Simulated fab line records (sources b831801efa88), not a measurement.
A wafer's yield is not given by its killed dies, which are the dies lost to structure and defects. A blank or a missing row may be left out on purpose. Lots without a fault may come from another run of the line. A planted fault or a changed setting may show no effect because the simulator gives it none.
fab line records ; flow gf180mcu ; part 1 of 2: steps 1 to 25 of 35
[record] lots = 5; wafers = 15; last_day = 34
route steps=602 shown V5@548 TOP_METAL@567
lots that met no fault: taken from a fault-free run of the same line
start_h: the number of hours between the record's first day and the start of the first shown wafer of the lot ; wait_h: time in hours since the lot's previous step ; " unchanged from the row above ; L1.1+2: a row that stands for several wafers ; - no value, or no start given ; * or withheld: withheld ; < > ~ a bound
route shown NAME@n: NAME is a module with steps in the file, n the number in the route of the first one ; usual: mean/standard deviation of fault-free wafers ; same: alike in all rows ; chamber/n: place in a boat ; sites: each site's reading ; _std_site: standard deviation of those values ; _edge_site: outer sites' mean less inner sites' ; radius_mm: how far each site lies from the wafer's centre ; mask NAME#n: copy n ; behind: tool/chamber where the wafer was last shaped ; hold: what put the lot on hold/how long, in hours/how the hold closed ; device: transistor that didn't switch, given as n, p or np ; end of line: at the end of the route, the tests of the same wafers ; for a step that has no rows: nothing shown but its recipe ; killed: at the first sort, the dies lost to defects and structure; wafer yield is something else ; map: dies across one wafer; x = killed, . = not, _ = none there
set.NAME: the setting that was run; set.NAME@STEP: the one run at that earlier step ; model.NAME: the simulator's own value behind a step, which no gauge read
certain route steps with their lots: each step a table, each wafer a row
services: when a tool's chamber went out of use (start_h, in hours from the record's first day, below 0 if earlier), for how many hours, and the reason
[[steps]]
[step GF_V5_COAT_08]
[recipe] resist = BARC; temp_c = withheld; time_s = withheld; spin_rpm = withheld; resist_thk_nm = withheld
[usual] resist_line_temp_C = *
lot.wafer;tool;chamber;start_h;wait_h;resist_line_temp_C
L074.1;litho_track-03;0;623.66;0.1;*
L074.3;litho_track-03;0;623.66;0.1;*
L074.6;litho_track-03;0;623.66;0.1;*
L076.1;litho_track-03;0;644.21;0.1;*
L076.3;litho_track-03;0;644.21;0.1;*
L076.4;litho_track-03;0;644.21;0.1;*
L083.1;litho_track-03;0;697.21;0.1;*
L083.2;litho_track-03;0;697.21;0.1;*
L083.3;litho_track-03;0;697.21;0.1;*
L085.1;litho_track-02;0;707.92;0.1;*
L085.2;litho_track-02;0;707.92;0.1;*
L085.6;litho_track-02;0;707.92;0.1;*
L096.1;litho_track-04;0;775.87;0.1;*
L096.4;litho_track-04;0;775.87;0.1;*
L096.5;litho_track-04;0;775.87;0.1;*
[step GF_V5_COAT_09]
[recipe] resist = KrF; spin_rpm = withheld; resist_thk_nm = 1000
[usual] resist_line_temp_C = 23.03/0.096
lot.wafer;tool;chamber;start_h;wait_h;resist_line_temp_C
L074.1;litho_track-03;0;-;-;22.92
L074.3;litho_track-03;0;-;-;23.17
L074.6;litho_track-03;0;-;-;23.07
L076.1;litho_track-03;0;-;-;23.00
L076.3;litho_track-03;0;-;-;23.19
L076.4;litho_track-03;0;-;-;22.99
L083.1;litho_track-03;0;-;-;23.16
L083.2;litho_track-03;0;-;-;23.11
L083.3;litho_track-03;0;-;-;23.20
L085.1;litho_track-02;0;-;-;23.04
L085.2;litho_track-02;0;-;-;23.09
L085.6;litho_track-02;0;-;-;23.17
L096.1;litho_track-04;0;-;-;22.93
L096.4;litho_track-04;0;-;-;22.91
L096.5;litho_track-04;0;-;-;22.78
[step GF_V5_SOFTBAKE_10]
[recipe] temp_c = 130; time_s = 60; resist = KrF
[usual] resist_line_temp_C = 23.02/0.11
lot.wafer;tool;chamber;start_h;wait_h;resist_line_temp_C
L074.1;litho_track-03;0;-;-;23.14
L074.3;litho_track-03;0;-;-;23.16
L074.6;litho_track-03;0;-;-;23.21
L076.1;litho_track-03;0;-;-;23.12
L076.3;litho_track-03;0;-;-;23.02
L076.4;litho_track-03;0;-;-;22.96
L083.1;litho_track-03;0;-;-;22.93
L083.2;litho_track-03;0;-;-;22.97
L083.3;litho_track-03;0;-;-;23.10
L085.1;litho_track-02;0;-;-;23.07
L085.2;litho_track-02;0;-;-;22.95
L085.6;litho_track-02;0;-;-;22.98
L096.1;litho_track-04;0;-;-;22.98
L096.4;litho_track-04;0;-;-;22.90
L096.5;litho_track-04;0;-;-;22.95
[step GF_V5_EXPOSE_11]
[recipe] mask_id = Via5; target_cd_nm = 260; na = 0.68; source_shape = conventional; sigma_outer = 0.6; dose_mj = 38
lot.wafer;tool;chamber;start_h;wait_h;mask
L074.1+3+6;krf_scanner-01;0;-;-;Via5#0
L076.1+3+4;krf_scanner-02;0;-;-;Via5#0
L083.1+2+3;krf_scanner-02;0;-;-;Via5#0
L085.1+2+6;krf_scanner-01;0;-;-;Via5#0
L096.1+4+5;krf_scanner-01;0;-;-;Via5#0
[step GF_V5_PEB_12]
[recipe] peb_temp_c = 135; peb_time_s = 90; resist = KrF
[usual] resist_line_temp_C = 23.02/0.1
lot.wafer;tool;chamber;start_h;wait_h;resist_line_temp_C
L074.1;litho_track-04;0;-;-;22.85
L074.3;litho_track-04;0;-;-;23.16
L074.6;litho_track-04;0;-;-;22.96
L076.1;litho_track-02;0;-;-;23.15
L076.3;litho_track-02;0;-;-;22.93
L076.4;litho_track-02;0;-;-;22.90
L083.1;litho_track-03;0;-;-;23.01
L083.2;litho_track-03;0;-;-;23.02
L083.3;litho_track-03;0;-;-;23.03
L085.1;litho_track-02;0;-;-;23.07
L085.2;litho_track-02;0;-;-;23.03
L085.6;litho_track-02;0;-;-;23.20
L096.1;litho_track-03;0;-;-;23.15
L096.4;litho_track-03;0;-;-;22.82
L096.5;litho_track-03;0;-;-;22.89
[step GF_V5_DEVELOP_13]
[recipe] develop_time_s = 60; resist = KrF; dev_temp_c = 21
[usual] resist_line_temp_C = 23.00/0.1
lot.wafer;tool;chamber;start_h;wait_h;resist_line_temp_C
L074.1;litho_track-04;0;633.93;0.2;22.94
L074.3;litho_track-04;0;633.93;0.2;22.89
L074.6;litho_track-04;0;633.93;0.2;23.01
L076.1;litho_track-02;0;653.82;0.2;22.90
L076.3;litho_track-02;0;653.82;0.2;22.89
L076.4;litho_track-02;0;653.82;0.2;23.00
L083.1;litho_track-03;0;706.81;0.2;22.98
L083.2;litho_track-03;0;706.81;0.2;23.02
L083.3;litho_track-03;0;706.81;0.2;23.06
L085.1;litho_track-02;0;717.02;0.2;22.98
L085.2;litho_track-02;0;717.02;0.2;23.04
L085.6;litho_track-02;0;717.02;0.2;22.90
L096.1;litho_track-03;0;784.86;0.2;23.02
L096.4;litho_track-03;0;784.86;0.2;22.93
L096.5;litho_track-03;0;784.86;0.2;22.90
[step GF_V5_CD_MEAS_14]
[recipe] target_cd_nm = 260
[usual] cd_nm = 260.0/1.2
lot.wafer;tool;chamber;start_h;wait_h;cd_nm
L074.1;cd_sem-02;-;634.19;0.2;259.8
L074.3;cd_sem-02;-;634.19;0.2;259.0
L074.6;cd_sem-02;-;634.19;0.2;258.1
L076.1;cd_sem-02;-;653.97;0.1;259.8
L076.3;cd_sem-02;-;653.97;0.1;260.6
L076.4;cd_sem-02;-;653.97;0.1;259.5
L083.1;cd_sem-02;-;706.96;0.1;261.9
L083.2;cd_sem-02;-;706.96;0.1;261.9
L083.3;cd_sem-02;-;706.96;0.1;262.0
L085.1;cd_sem-01;-;717.17;0.1;260.8
L085.2;cd_sem-01;-;717.17;0.1;261.7
L085.6;cd_sem-01;-;717.17;0.1;259.9
L096.1;cd_sem-02;-;785.01;0.1;260.5
L096.4;cd_sem-02;-;785.01;0.1;259.7
L096.5;cd_sem-02;-;785.01;0.1;259.3
[step GF_V5_OVL_MEAS_15]
[usual] V5_OVL = 1/5.6
lot.wafer;tool;chamber;start_h;wait_h;V5_OVL[nm]
L074.1;overlay-02;-;634.31;0.1;-6
L074.3;overlay-02;-;634.31;0.1;-3
L074.6;overlay-02;-;634.31;0.1;-5
L076.1;overlay-01;-;654.09;0.1;-5
L076.3;overlay-01;-;654.09;0.1;-4
L076.4;overlay-01;-;654.09;0.1;-2
L083.1;overlay-02;-;707.08;0.1;-5
L083.2;overlay-02;-;707.08;0.1;1
L083.3;overlay-02;-;707.08;0.1;-1
L085.1;overlay-01;-;717.29;0.1;-5
L085.2;overlay-01;-;717.29;0.1;2
L085.6;overlay-01;-;717.29;0.1;3
L096.1;overlay-01;-;785.13;0.1;1
L096.4;overlay-01;-;785.13;0.1;1
L096.5;overlay-01;-;785.13;0.1;-1
[step GF_V5_ETCH_16]
[recipe] chemistry = N2/H2; target_depth_a = withheld; overetch_a = withheld; time_s = withheld; target = BARC; ion_energy_ev = 200; source_w = 500; bias_w = 100; pressure_mtorr = 30; n2_flow_sccm = 100; h2_flow_sccm = 200
[usual] drypump_motor_current_A = 5.9/0.54; oes_product_au = 0.854/0.0047; throttle_valve_pct = 13.224/0.0098
lot.wafer;tool;chamber;start_h;wait_h;drypump_motor_current_A;oes_product_au;throttle_valve_pct
L074.1;rie_diel-03;1;634.35;0.0;6.0;0.864;13.231
L074.3;rie_diel-03;0;634.35;0.0;5.8;0.849;13.221
L074.6;rie_diel-03;1;634.35;0.0;5.9;0.856;13.208
L076.1;rie_diel-04;0;654.13;0.0;6.1;0.861;13.221
L076.3;rie_diel-04;3;654.13;0.0;6.5;0.855;13.231
L076.4;rie_diel-04;1;654.13;0.0;5.5;0.856;13.220
L083.1;rie_diel-03;2;707.12;0.0;6.9;0.853;13.209
L083.2;rie_diel-03;1;707.12;0.0;6.0;0.849;13.222
L083.3;rie_diel-03;0;707.12;0.0;5.7;0.858;13.218
L085.1;rie_diel-03;1;717.33;0.0;6.0;0.860;13.225
L085.2;rie_diel-03;2;717.33;0.0;6.8;0.851;13.209
L085.6;rie_diel-03;0;717.33;0.0;5.8;0.852;13.228
L096.1;rie_diel-03;0;785.17;0.0;5.8;0.860;13.210
L096.4;rie_diel-03;1;785.17;0.0;6.0;0.855;13.221
L096.5;rie_diel-03;1;785.17;0.0;6.0;0.848;13.221
[step GF_V5_ETCH_17]
[recipe] chemistry = C4F8/O2/Ar; mask_material = KrF; target = SiO2; stop_on = TiN; source_w = 1500; bias_w = 1200; pressure_mtorr = 40; c4f8_flow_sccm = withheld; O2_flow_sccm = 6; Ar_flow_sccm = 300; time_s = withheld; target_depth_a = 8550
[usual] oes_product_au = 0.860/0.0047
lot.wafer;tool;chamber;start_h;wait_h;oes_product_au
L074.1;rie_diel-03;1;-;-;0.860
L074.3;rie_diel-03;0;-;-;0.856
L074.6;rie_diel-03;1;-;-;0.859
L076.1;rie_diel-04;0;-;-;0.856
L076.3;rie_diel-04;3;-;-;0.861
L076.4;rie_diel-04;1;-;-;0.859
L083.1;rie_diel-03;2;-;-;0.867
L083.2;rie_diel-03;1;-;-;0.859
L083.3;rie_diel-03;0;-;-;0.864
L085.1;rie_diel-03;1;-;-;0.856
L085.2;rie_diel-03;2;-;-;0.855
L085.6;rie_diel-03;0;-;-;0.861
L096.1;rie_diel-03;0;-;-;0.853
L096.4;rie_diel-03;1;-;-;0.869
L096.5;rie_diel-03;1;-;-;0.859
[step GF_V5_STRIP_18]
[recipe] chemistry = O2/N2; power_w = 1400; pressure_mtorr = 1500; platen_temp_c = 250; o2_flow_sccm = 3000; n2_flow_sccm = 300; overash_fraction = 0.5
[usual] drypump_motor_current_A = 5.9/0.38; heater_power_w = 360/37; oes_product_au = 0.567/0.0052; platen_temp_c = 250.03/0.18
lot.wafer;tool;chamber;start_h;wait_h;drypump_motor_current_A;heater_power_w;oes_product_au;platen_temp_c;rf_hours_counter_h
L074.1;plasma_asher-01;0;634.50;-;5.5;382;0.566;249.88;21
L074.3;plasma_asher-01;0;634.50;-;5.5;378;0.569;250.01;-
L074.6;plasma_asher-01;1;634.50;-;6.0;390;0.562;250.34;-
L076.1;plasma_asher-03;0;654.28;-;6.4;381;0.570;250.30;87
L076.3;plasma_asher-03;0;654.28;-;6.4;400;0.566;250.40;-
L076.4;plasma_asher-03;1;654.28;-;6.4;336;0.567;249.77;-
L083.1;plasma_asher-02;0;707.27;-;5.5;290;0.564;249.85;109
L083.2;plasma_asher-02;1;707.27;-;5.5;308;0.563;250.00;109
L083.3;plasma_asher-02;0;707.27;-;5.5;280;0.564;250.04;-
L085.1;plasma_asher-03;1;717.48;-;6.3;340;0.556;250.27;93
L085.2;plasma_asher-03;0;717.48;-;6.4;388;0.561;249.94;93
L085.6;plasma_asher-03;0;717.48;-;6.4;396;0.567;249.87;-
L096.1;plasma_asher-03;1;785.32;-;6.4;332;0.570;249.83;100
L096.4;plasma_asher-03;0;785.32;-;6.4;392;0.570;250.14;-
L096.5;plasma_asher-03;1;785.32;-;6.3;323;0.560;250.09;-
[step GF_V5_STRIP_19]
[recipe] chemistry = post_etch_residue_remover; time_s = 1200; temp_c = 72.5
lot.wafer;tool;chamber;start_h;wait_h
L074.1+3+6;wet_bench-03;2;634.60;0.1
L076.1+3+4;wet_bench-01;0;654.38;0.1
L083.1+2+3;wet_bench-03;1;707.37;0.1
L085.1+2+6;wet_bench-03;0;717.58;0.1
L096.1+4+5;wet_bench-01;0;785.42;0.1
[step GF_V5_CLEAN_20]
[recipe] chemistry = DIW; dry = n2_spin
lot.wafer;tool;chamber;start_h;wait_h
L074.1+3+6;wet_bench-02;0;634.94;0.0
L076.1+3+4;wet_bench-03;1;654.72;0.0
L083.1+2+3;wet_bench-01;1;707.74;0.0
L085.1+2+6;wet_bench-01;2;717.92;0.0
L096.1+4+5;wet_bench-03;3;785.76;0.0
[step GF_V5_SPUTTER_21]
[recipe] material = Ti; target_thk_nm = 15; chamber_pressure_pa = 5; power_w = 2500; substrate_temp_c = 200; time_s = 80.02
[usual] substrate_temp_c = 200.02/0.16; throttle_valve_pct = 29.6/0.83
lot.wafer;tool;chamber;start_h;wait_h;substrate_temp_c;throttle_valve_pct
L074.1;pvd_sputter-01;-;635.03;0.0;199.89;29.5
L074.3;pvd_sputter-01;-;635.03;0.0;199.80;29.6
L074.6;pvd_sputter-01;-;635.03;0.0;199.71;29.2
L076.1;pvd_sputter-03;-;654.81;0.0;200.01;28.8
L076.3;pvd_sputter-03;-;654.81;0.0;199.88;29.0
L076.4;pvd_sputter-03;-;654.81;0.0;199.87;29.8
L083.1;pvd_sputter-01;-;707.84;0.0;199.98;29.5
L083.2;pvd_sputter-01;-;707.84;0.0;200.00;30.9
L083.3;pvd_sputter-01;-;707.84;0.0;199.85;31.1
L085.1;pvd_sputter-02;-;718.01;0.0;199.91;28.7
L085.2;pvd_sputter-02;-;718.01;0.0;200.18;29.7
L085.6;pvd_sputter-02;-;718.01;0.0;200.15;29.3
L096.1;pvd_sputter-03;-;785.87;0.0;199.94;30.0
L096.4;pvd_sputter-03;-;785.87;0.0;200.10;29.9
L096.5;pvd_sputter-03;-;785.87;0.0;199.89;29.0
[step GF_V5_SPUTTER_22]
[recipe] material = TiN; target_thk_nm = 10; chamber_pressure_pa = 5; power_w = 4000; time_s = 40
[usual] throttle_valve_pct = 29.6/0.84
lot.wafer;tool;chamber;start_h;wait_h;throttle_valve_pct
L074.1;pvd_sputter-01;-;635.09;0.0;29.4
L074.3;pvd_sputter-01;-;635.09;0.0;29.4
L074.6;pvd_sputter-01;-;635.09;0.0;29.5
L076.1;pvd_sputter-03;-;654.87;0.0;28.6
L076.3;pvd_sputter-03;-;654.87;0.0;29.2
L076.4;pvd_sputter-03;-;654.87;0.0;30.1
L083.1;pvd_sputter-01;-;707.90;0.0;29.4
L083.2;pvd_sputter-01;-;707.90;0.0;30.9
L083.3;pvd_sputter-01;-;707.90;0.0;31.1
L085.1;pvd_sputter-02;-;718.07;0.0;28.7
L085.2;pvd_sputter-02;-;718.07;0.0;29.6
L085.6;pvd_sputter-02;-;718.07;0.0;29.5
L096.1;pvd_sputter-03;-;785.93;0.0;30.1
L096.4;pvd_sputter-03;-;785.93;0.0;29.9
L096.5;pvd_sputter-03;-;785.93;0.0;28.8
[step GF_V5_CVD_23]
[recipe] material = W; target_thk_nm = 350; time_s = 104.9; temp_c = 400; pressure_torr = 40
[usual] heater_power_w = 897/97
lot.wafer;tool;chamber;start_h;wait_h;heater_power_w
L074.1;cvd_w-02;1;635.13;0.0;1034
L074.3;cvd_w-02;0;635.13;0.0;849
L074.6;cvd_w-02;0;635.13;0.0;864
L076.1;cvd_w-01;1;654.91;0.0;867
L076.3;cvd_w-01;1;654.91;0.0;878
L076.4;cvd_w-01;1;654.91;0.0;888
L083.1;cvd_w-02;1;707.94;0.0;1057
L083.2;cvd_w-02;0;707.94;0.0;851
L083.3;cvd_w-02;0;707.94;0.0;860
L085.1;cvd_w-01;0;718.11;0.0;805
L085.2;cvd_w-01;1;718.11;0.0;880
L085.6;cvd_w-01;0;718.11;0.0;793
L096.1;cvd_w-02;0;785.97;0.0;834
L096.4;cvd_w-02;1;785.97;0.0;1039
L096.5;cvd_w-02;0;785.97;0.0;850
[step GF_V5_RS_MEAS_24]
[recipe] thk_meas_gauge = four-point-probe; reads = W_of_V5_CVD_23+TiN_of_V5_SPUTTER_22+Ti_of_V5_SPUTTER_21
[usual] V5_W_RS = 0.328/0.0039
lot.wafer;tool;chamber;start_h;wait_h;V5_W_RS[ohm/sq]
L074.1;film_metro-02;-;635.25;0.1;0.327
L074.3;film_metro-02;-;635.25;0.1;0.329
L074.6;film_metro-02;-;635.25;0.1;0.327
L076.1;film_metro-04;-;655.14;0.2;0.330
L076.3;film_metro-04;-;655.14;0.2;0.329
L076.4;film_metro-04;-;655.14;0.2;0.332
L083.1;film_metro-02;-;708.05;0.1;0.325
L083.2;film_metro-02;-;708.05;0.1;0.329
L083.3;film_metro-02;-;708.05;0.1;0.328
L085.1;film_metro-02;-;718.22;0.1;0.333
L085.2;film_metro-02;-;718.22;0.1;0.329
L085.6;film_metro-02;-;718.22;0.1;0.336
L096.1;film_metro-02;-;786.08;0.1;0.323
L096.4;film_metro-02;-;786.08;0.1;0.328
L096.5;film_metro-02;-;786.08;0.1;0.324
[step GF_V5_THK_MEAS_25]
[recipe] thk_meas_gauge = xrf; reads = W_of_V5_CVD_23
[usual] V5_W_THK = 344/5.8
lot.wafer;tool;chamber;start_h;wait_h;V5_W_THK[nm]
L074.1;film_metro-02;-;635.37;0.1;352
L074.3;film_metro-02;-;635.37;0.1;350
L074.6;film_metro-02;-;635.37;0.1;350
L076.1;film_metro-04;-;655.26;0.1;332
L076.3;film_metro-04;-;655.26;0.1;334
L076.4;film_metro-04;-;655.26;0.1;332
L083.1;film_metro-02;-;708.17;0.1;352
L083.2;film_metro-02;-;708.17;0.1;350
L083.3;film_metro-02;-;708.17;0.1;348
L085.1;film_metro-02;-;718.34;0.1;345
L085.2;film_metro-02;-;718.34;0.1;347
L085.6;film_metro-02;-;718.34;0.1;341
L096.1;film_metro-02;-;786.20;0.1;351
L096.4;film_metro-02;-;786.20;0.1;347
L096.5;film_metro-02;-;786.20;0.1;349
[step GF_V5_CMP_26]
[recipe] stop_on = SiO2; down_force_psi = 3.5; platen_rpm = 60; t_overpolish_s = 15; target_thk_nm = 0; pad_velocity_m_s = 0.94248
[usual] motor_current_A = 11.1/1.2; overpolish_run_s = 15.000/0.0096; slurry_flow_ml_min = 150.1/0.46; time_to_endpoint_s = 88/4.1
lot.wafer;tool;chamber;start_h;wait_h;motor_current_A;overpolish_run_s;slurry_flow_ml_min;time_to_endpoint_s
L074.1;cmp-01;3;635.43;0.1;9.8;15.001;150.1;89
L074.3;cmp-01;0;635.43;0.1;12.3;15.004;149.7;81
L074.6;cmp-01;0;635.43;0.1;12.4;14.999;150.0;84
L076.3;cmp-02;1;655.32;0.0;9.7;14.982;149.9;92
L076.4;cmp-02;2;655.32;0.0;11.2;14.999;150.2;82
L076.1;cmp-02;3;655.32;0.0;11.2;14.994;149.6;79
L083.3;cmp-02;2;708.23;0.0;10.8;14.998;149.9;84
L083.2;cmp-02;3;708.23;0.0;11.7;14.996;149.9;80
L083.1;cmp-02;0;708.23;0.0;13.4;14.991;149.3;86
L085.2;cmp-01;2;718.40;0.0;10.8;15.000;149.9;86
L085.1;cmp-01;0;718.40;0.0;12.6;14.996;150.0;85
L085.6;cmp-01;2;718.40;0.0;10.8;14.988;150.0;84
L096.4;cmp-02;2;786.31;0.1;11.0;15.016;149.3;87
L096.1;cmp-02;3;786.31;0.1;10.9;15.003;150.3;85
L096.5;cmp-02;2;786.31;0.1;11.1;14.975;149.8;89
[step GF_TOP_METAL_SPUTTER_00]
[recipe] material = Ti; target_thk_nm = 37.5; arriving_ion_energy_ev = 80; substrate_temp_c = 200; chamber_pressure_pa = 2; power_w = 4000; time_s = 150
[usual] substrate_temp_c = 199.99/0.17; throttle_valve_pct = 29.6/0.84
lot.wafer;tool;chamber;start_h;wait_h;substrate_temp_c;throttle_valve_pct
L074.1;pvd_sputter-02;-;635.73;0.2;199.94;31.0
L074.3;pvd_sputter-02;-;635.73;0.2;199.63;28.9
L074.6;pvd_sputter-02;-;635.73;0.2;200.07;31.0
L076.1;pvd_sputter-03;-;655.62;0.1;200.07;30.1
L076.3;pvd_sputter-03;-;655.62;0.1;200.01;28.9
L076.4;pvd_sputter-03;-;655.62;0.1;200.15;30.0
L083.1;pvd_sputter-02;-;708.53;0.1;199.62;30.5
L083.2;pvd_sputter-02;-;708.53;0.1;199.85;29.6
L083.3;pvd_sputter-02;-;708.53;0.1;199.83;28.9
L085.1;pvd_sputter-03;-;718.70;0.1;199.99;28.8
L085.2;pvd_sputter-03;-;718.70;0.1;200.12;30.1
L085.6;pvd_sputter-03;-;718.70;0.1;199.66;29.1
L096.1;pvd_sputter-04;-;786.56;0.1;199.91;30.2
L096.4;pvd_sputter-04;-;786.56;0.1;200.04;31.6
L096.5;pvd_sputter-04;-;786.56;0.1;200.13;30.5
[step GF_TOP_METAL_SPUTTER_01]
[recipe] material = TiN; target_thk_nm = 30; power_w = 6500; time_s = 25; chamber_pressure_pa = 0.4
[usual] throttle_valve_pct = 29.6/0.84
lot.wafer;tool;chamber;start_h;wait_h;throttle_valve_pct
L074.1;pvd_sputter-02;-;635.84;0.1;30.7
L074.3;pvd_sputter-02;-;635.84;0.1;29.0
L074.6;pvd_sputter-02;-;635.84;0.1;30.8
L076.1;pvd_sputter-03;-;655.72;0.1;30.3
L076.3;pvd_sputter-03;-;655.72;0.1;28.8
L076.4;pvd_sputter-03;-;655.72;0.1;29.9
L083.1;pvd_sputter-02;-;708.63;0.1;30.7
L083.2;pvd_sputter-02;-;708.63;0.1;29.5
L083.3;pvd_sputter-02;-;708.63;0.1;28.7
L085.1;pvd_sputter-03;-;718.80;0.1;29.0
L085.2;pvd_sputter-03;-;718.80;0.1;30.0
L085.6;pvd_sputter-03;-;718.80;0.1;29.2
L096.1;pvd_sputter-04;-;786.66;0.1;30.7
L096.4;pvd_sputter-04;-;786.66;0.1;31.8
L096.5;pvd_sputter-04;-;786.66;0.1;30.3
[step GF_TOP_METAL_SPUTTER_02]
[recipe] material = AlCu; target_thk_nm = 900; power_w = 10600; chamber_pressure_pa = 0.3; substrate_temp_c = 250; gas = Ar; time_s = 47.82
[usual] substrate_temp_c = 249.99/0.18; throttle_valve_pct = 29.6/0.83
lot.wafer;tool;chamber;start_h;wait_h;substrate_temp_c;throttle_valve_pct
L074.1;pvd_sputter-02;-;635.87;0.0;249.94;30.7
L074.3;pvd_sputter-02;-;635.87;0.0;249.74;29.0
L074.6;pvd_sputter-02;-;635.87;0.0;249.71;30.8
L076.1;pvd_sputter-03;-;655.75;0.0;250.08;30.0
L076.3;pvd_sputter-03;-;655.75;0.0;250.12;29.0
L076.4;pvd_sputter-03;-;655.75;0.0;249.96;29.9
L083.1;pvd_sputter-02;-;708.66;0.0;249.92;30.8
L083.2;pvd_sputter-02;-;708.66;0.0;250.06;29.4
L083.3;pvd_sputter-02;-;708.66;0.0;249.88;28.5
L085.1;pvd_sputter-03;-;718.84;0.0;250.16;28.7
L085.2;pvd_sputter-03;-;718.84;0.0;249.91;30.2
L085.6;pvd_sputter-03;-;718.84;0.0;250.06;29.4
L096.1;pvd_sputter-04;-;786.69;0.0;249.71;30.5
L096.4;pvd_sputter-04;-;786.69;0.0;249.74;31.3
L096.5;pvd_sputter-04;-;786.69;0.0;249.82;30.4
[step GF_TOP_METAL_SPUTTER_03]
[recipe] material = Ti; target_thk_nm = 5; substrate_temp_c = 300; chamber_pressure_pa = 0.3; power_w = 3000; time_s = 3.3
[usual] substrate_temp_c = 299.98/0.21; throttle_valve_pct = 29.5/0.87
lot.wafer;tool;chamber;start_h;wait_h;substrate_temp_c;throttle_valve_pct
L074.1;pvd_sputter-02;-;635.92;0.0;300.30;30.6
L074.3;pvd_sputter-02;-;635.92;0.0;300.63;28.5
L074.6;pvd_sputter-02;-;635.92;0.0;300.10;30.9
L076.1;pvd_sputter-03;-;655.79;0.0;300.09;30.1
L076.3;pvd_sputter-03;-;655.79;0.0;300.35;28.8
L076.4;pvd_sputter-03;-;655.79;0.0;300.43;29.8
L083.1;pvd_sputter-02;-;708.70;0.0;299.93;30.6
L083.2;pvd_sputter-02;-;708.70;0.0;300.01;29.6
L083.3;pvd_sputter-02;-;708.70;0.0;299.57;28.6
L085.1;pvd_sputter-03;-;718.88;0.0;299.74;28.9
L085.2;pvd_sputter-03;-;718.88;0.0;300.14;29.9
L085.6;pvd_sputter-03;-;718.88;0.0;300.13;29.1
L096.1;pvd_sputter-04;-;786.74;0.0;299.85;30.5
L096.4;pvd_sputter-04;-;786.74;0.0;300.45;32.1
L096.5;pvd_sputter-04;-;786.74;0.0;300.23;30.5
[step GF_TOP_METAL_SPUTTER_04]
[recipe] material = TiN; target_thk_nm = 25; power_w = 6500; time_s = 20.8; chamber_pressure_pa = 0.4
[usual] throttle_valve_pct = 29.6/0.85
lot.wafer;tool;chamber;start_h;wait_h;throttle_valve_pct
L074.1;pvd_sputter-02;-;635.94;0.0;30.8
L074.3;pvd_sputter-02;-;635.94;0.0;28.7
L074.6;pvd_sputter-02;-;635.94;0.0;30.8
L076.1;pvd_sputter-03;-;655.81;0.0;30.1
L076.3;pvd_sputter-03;-;655.81;0.0;28.8
L076.4;pvd_sputter-03;-;655.81;0.0;29.9
L083.1;pvd_sputter-02;-;708.72;0.0;30.6
L083.2;pvd_sputter-02;-;708.72;0.0;29.3
L083.3;pvd_sputter-02;-;708.72;0.0;28.7
L085.1;pvd_sputter-03;-;718.90;0.0;29.1
L085.2;pvd_sputter-03;-;718.90;0.0;30.0
L085.6;pvd_sputter-03;-;718.90;0.0;29.2
L096.1;pvd_sputter-04;-;786.76;0.0;30.5
L096.4;pvd_sputter-04;-;786.76;0.0;31.9
L096.5;pvd_sputter-04;-;786.76;0.0;30.2
[step GF_TOP_METAL_RS_MEAS_05]
[recipe] thk_meas_gauge = four-point-probe; reads = TiN_of_TOP_METAL_SPUTTER_04+Ti_of_TOP_METAL_SPUTTER_03+AlCu_of_TOP_METAL_SPUTTER_02+TiN_of_TOP_METAL_SPUTTER_01+Ti_of_TOP_METAL_SPUTTER_00
[usual] TOP_METAL_ALCU_RS = 0.0331/0.00036
lot.wafer;tool;chamber;start_h;wait_h;TOP_METAL_ALCU_RS[ohm/sq]
L074.1;film_metro-03;-;635.97;0.0;0.0333
L074.3;film_metro-03;-;635.97;0.0;0.0332
L074.6;film_metro-03;-;635.97;0.0;0.0333
L076.1;film_metro-02;-;655.84;0.0;0.0328
L076.3;film_metro-02;-;655.84;0.0;0.0336
L076.4;film_metro-02;-;655.84;0.0;0.0331
L083.1;film_metro-02;-;708.75;0.0;0.0339
L083.2;film_metro-02;-;708.75;0.0;0.0335
L083.3;film_metro-02;-;708.75;0.0;0.0335
L085.1;film_metro-03;-;718.93;0.0;0.0336
L085.2;film_metro-03;-;718.93;0.0;0.0330
L085.6;film_metro-03;-;718.93;0.0;0.0331
L096.1;film_metro-02;-;786.78;0.0;0.0332
L096.4;film_metro-02;-;786.78;0.0;0.0333
L096.5;film_metro-02;-;786.78;0.0;0.0330
